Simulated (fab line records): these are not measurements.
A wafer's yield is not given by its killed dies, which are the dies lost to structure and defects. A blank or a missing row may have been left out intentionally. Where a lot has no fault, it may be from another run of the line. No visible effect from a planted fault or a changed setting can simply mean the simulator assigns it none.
The tool behind it: which one? / flow gf180mcu / 39 wafers from 13 lots sampled at 4 of the route's 602 steps

WHAT THE GAUGES SHOWED, per wafer
GF_M5_CD_MEAS_07 targets a cd of 280 nm. Usual: cd nm reads 279.8 nm (standard deviation 1.3).
lot=L529; measured=day 26 07:25; on=cd sem-02; cd nm (nm)=278.6 278.2 279.0; flag=
lot=L531; measured=day 27 03:45; on=cd sem-02; cd nm (nm)=280.2 281.6 280.3; flag=
lot=L532; measured=day 27 12:09; on=cd sem-02; cd nm (nm)=281.4 281.4 281.0; flag=
lot=L534; measured=day 28 04:13; on=cd sem-02; cd nm (nm)=281.3 279.0 279.6; flag=
lot=L535; measured=day 28 08:53; on=cd sem-01; cd nm (nm)=281.3 280.5 280.5; flag=
lot=L536; measured=day 28 14:16; on=cd sem-02; cd nm (nm)=278.2 278.4 276.9; flag=
lot=L537; measured=day 28 20:52; on=cd sem-01; cd nm (nm)=280.0 277.4 278.4; flag=
lot=L538; measured=day 29 07:11; on=cd sem-01; cd nm (nm)=279.6 278.8 279.0; flag=
lot=L539; measured=day 29 12:52; on=cd sem-02; cd nm (nm)=279.5 279.7 279.3; flag=
lot=L543; measured=day 30 16:43; on=cd sem-02; cd nm (nm)=278.2 279.2 276.8; flag=
lot=L544; measured=day 31 00:26; on=cd sem-01; cd nm (nm)=282.2 283.2 282.6; flag=
lot=L546; measured=day 31 11:59; on=cd sem-02; cd nm (nm)=281.1 279.9 280.8; flag=
lot=L550; measured=day 32 09:51; on=cd sem-01; cd nm (nm)=278.6 279.2 280.6; flag=

GF_M5_OVL_MEAS_08. Usual: M5_OVL -4 nm, standard deviation 6.1.
lot=L529; measured=day 26 07:32; on=overlay-02; M5_OVL (nm)=11 6 15; flag=
lot=L531; measured=day 27 03:52; on=overlay-02; M5_OVL (nm)=-7 -8 -9; flag=
lot=L532; measured=day 27 12:14; on=overlay-01; M5_OVL (nm)=-7 -6 1; flag=
lot=L534; measured=day 28 04:20; on=overlay-01; M5_OVL (nm)=-6 -6 -9; flag=
lot=L535; measured=day 28 08:59; on=overlay-01; M5_OVL (nm)=-10 -10 -4; flag=
lot=L536; measured=day 28 14:23; on=overlay-01; M5_OVL (nm)=-5 -9 -8; flag=
lot=L537; measured=day 28 20:59; on=overlay-01; M5_OVL (nm)=-3 -10 -7; flag=
lot=L538; measured=day 29 07:17; on=overlay-01; M5_OVL (nm)=-11 -13 -18; flag=
lot=L539; measured=day 29 12:59; on=overlay-02; M5_OVL (nm)=-5 2 1; flag=
lot=L543; measured=day 30 16:50; on=overlay-02; M5_OVL (nm)=-7 -4 -8; flag=
lot=L544; measured=day 31 00:32; on=overlay-01; M5_OVL (nm)=-5 -6 -3; flag=
lot=L546; measured=day 31 12:05; on=overlay-02; M5_OVL (nm)=2 0 1; flag=
lot=L550; measured=day 32 09:56; on=overlay-01; M5_OVL (nm)=4 -1 -3; flag=

WHICH TOOL RAN EACH LOT (tool, then ch and the chambers of the sampled wafers, then the start)
lot=L529; GF_V1_SPUTTER_21=pvd sputter-04, day 18 03:23; GF_MIM_SPUTTER_07=pvd sputter-04, day 24 11:43
lot=L531; GF_V1_SPUTTER_21=pvd sputter-04, day 19 04:11; GF_MIM_SPUTTER_07=pvd sputter-03, day 25 09:42
lot=L532; GF_V1_SPUTTER_21=pvd sputter-01, day 19 14:26; GF_MIM_SPUTTER_07=pvd sputter-04, day 25 18:05
lot=L534; GF_V1_SPUTTER_21=pvd sputter-01, day 20 11:11; GF_MIM_SPUTTER_07=pvd sputter-04, day 26 11:55
lot=L535; GF_V1_SPUTTER_21=pvd sputter-04, day 20 15:14; GF_MIM_SPUTTER_07=pvd sputter-02, day 26 16:29
lot=L536; GF_V1_SPUTTER_21=pvd sputter-03, day 21 00:26; GF_MIM_SPUTTER_07=pvd sputter-02, day 26 22:29
lot=L537; GF_V1_SPUTTER_21=pvd sputter-01, day 21 06:10; GF_MIM_SPUTTER_07=pvd sputter-03, day 27 05:41
lot=L538; GF_V1_SPUTTER_21=pvd sputter-01, day 21 17:57; GF_MIM_SPUTTER_07=pvd sputter-02, day 27 15:47
lot=L539; GF_V1_SPUTTER_21=pvd sputter-01, day 22 02:20; GF_MIM_SPUTTER_07=pvd sputter-03, day 27 21:59
lot=L543; GF_V1_SPUTTER_21=pvd sputter-01, day 23 12:19; GF_MIM_SPUTTER_07=pvd sputter-02, day 29 02:49
lot=L544; GF_V1_SPUTTER_21=pvd sputter-01, day 23 21:31; GF_MIM_SPUTTER_07=pvd sputter-03, day 29 11:09
lot=L546; GF_V1_SPUTTER_21=pvd sputter-01, day 24 11:47; GF_MIM_SPUTTER_07=pvd sputter-02, day 29 23:55
lot=L550; GF_V1_SPUTTER_21=pvd sputter-04, day 25 15:50; GF_MIM_SPUTTER_07=pvd sputter-04, day 30 22:44
- GF_V1_SPUTTER_21: material Ti, target thk 15 nm, time 80.02 s.
- GF_MIM_SPUTTER_07: material TiN, target thk 60 nm, time 50 s.

AS READ BY THE TOOLS THEMSELVES (means over the sampled wafers that have a number; for cases with no such wafer, the mark the record gives instead)
GF_V1_SPUTTER_21. Usual: chamber pressure pa 4.999 Pa, standard deviation 0.0096; throttle valve pct 30.2 %, standard deviation 0.99.
lot=L529; tool=pvd sputter-04; chamber pressure pa (Pa)=5.002; throttle valve pct (%)=29.7; flag=
lot=L531; tool=pvd sputter-04; chamber pressure pa (Pa)=4.991; throttle valve pct (%)=31.3; flag=
lot=L532; tool=pvd sputter-01; chamber pressure pa (Pa)=5.005; throttle valve pct (%)=30.1; flag=
lot=L534; tool=pvd sputter-01; chamber pressure pa (Pa)=5.001; throttle valve pct (%)=30.6; flag=
lot=L535; tool=pvd sputter-04; chamber pressure pa (Pa)=4.989; throttle valve pct (%)=29.1; flag=
lot=L536; tool=pvd sputter-03; chamber pressure pa (Pa)=4.994; throttle valve pct (%)=30.2; flag=
lot=L537; tool=pvd sputter-01; chamber pressure pa (Pa)=4.989; throttle valve pct (%)=31.1; flag=
lot=L538; tool=pvd sputter-01; chamber pressure pa (Pa)=5.006; throttle valve pct (%)=30.1; flag=
lot=L539; tool=pvd sputter-01; chamber pressure pa (Pa)=5.001; throttle valve pct (%)=30.8; flag=
lot=L543; tool=pvd sputter-01; chamber pressure pa (Pa)=4.999; throttle valve pct (%)=30.6; flag=
lot=L544; tool=pvd sputter-01; chamber pressure pa (Pa)=4.994; throttle valve pct (%)=30.2; flag=
lot=L546; tool=pvd sputter-01; chamber pressure pa (Pa)=4.992; throttle valve pct (%)=30.4; flag=
lot=L550; tool=pvd sputter-04; chamber pressure pa (Pa)=5.010; throttle valve pct (%)=29.8; flag=

GF_MIM_SPUTTER_07. Usual: chamber pressure pa 0.4001 Pa, standard deviation 0.00079; throttle valve pct 29.9 %, standard deviation 0.98.
lot=L529; tool=pvd sputter-04; chamber pressure pa (Pa)=0.4000; throttle valve pct (%)=30.6; flag=
lot=L531; tool=pvd sputter-03; chamber pressure pa (Pa)=0.3988; throttle valve pct (%)=28.9; flag=
lot=L532; tool=pvd sputter-04; chamber pressure pa (Pa)=0.4008; throttle valve pct (%)=29.3; flag=
lot=L534; tool=pvd sputter-04; chamber pressure pa (Pa)=0.4004; throttle valve pct (%)=30.5; flag=
lot=L535; tool=pvd sputter-02; chamber pressure pa (Pa)=0.4000; throttle valve pct (%)=29.5; flag=
lot=L536; tool=pvd sputter-02; chamber pressure pa (Pa)=0.4003; throttle valve pct (%)=30.1; flag=
lot=L537; tool=pvd sputter-03; chamber pressure pa (Pa)=0.3999; throttle valve pct (%)=30.0; flag=
lot=L538; tool=pvd sputter-02; chamber pressure pa (Pa)=0.4001; throttle valve pct (%)=30.0; flag=
lot=L539; tool=pvd sputter-03; chamber pressure pa (Pa)=0.4008; throttle valve pct (%)=30.1; flag=
lot=L543; tool=pvd sputter-02; chamber pressure pa (Pa)=0.4000; throttle valve pct (%)=29.6; flag=
lot=L544; tool=pvd sputter-03; chamber pressure pa (Pa)=0.3991; throttle valve pct (%)=29.4; flag=
lot=L546; tool=pvd sputter-02; chamber pressure pa (Pa)=0.4003; throttle valve pct (%)=29.9; flag=
lot=L550; tool=pvd sputter-04; chamber pressure pa (Pa)=0.4000; throttle valve pct (%)=30.2; flag=

THE ANSWER, worked out from the rows above alone
Rule: a lot is off if the mean of its wafers that have a number lies more than 3 standard deviations from the usual mean. A lot without any number at a reading at which 4 lots or more have one is off too. Any other lot the step has rows for is counted as sound. Order of review: gauges by route order, followed by the tools' own readings, for which a lot's mean as printed above is used. The first step at which some lot is off is used, and at that step the reading that is off furthest; a lot without a number counts as furthest.
No lot is off at any reading shown: from this, nothing can be told.

WHAT THE SIMULATOR HAD INSERTED
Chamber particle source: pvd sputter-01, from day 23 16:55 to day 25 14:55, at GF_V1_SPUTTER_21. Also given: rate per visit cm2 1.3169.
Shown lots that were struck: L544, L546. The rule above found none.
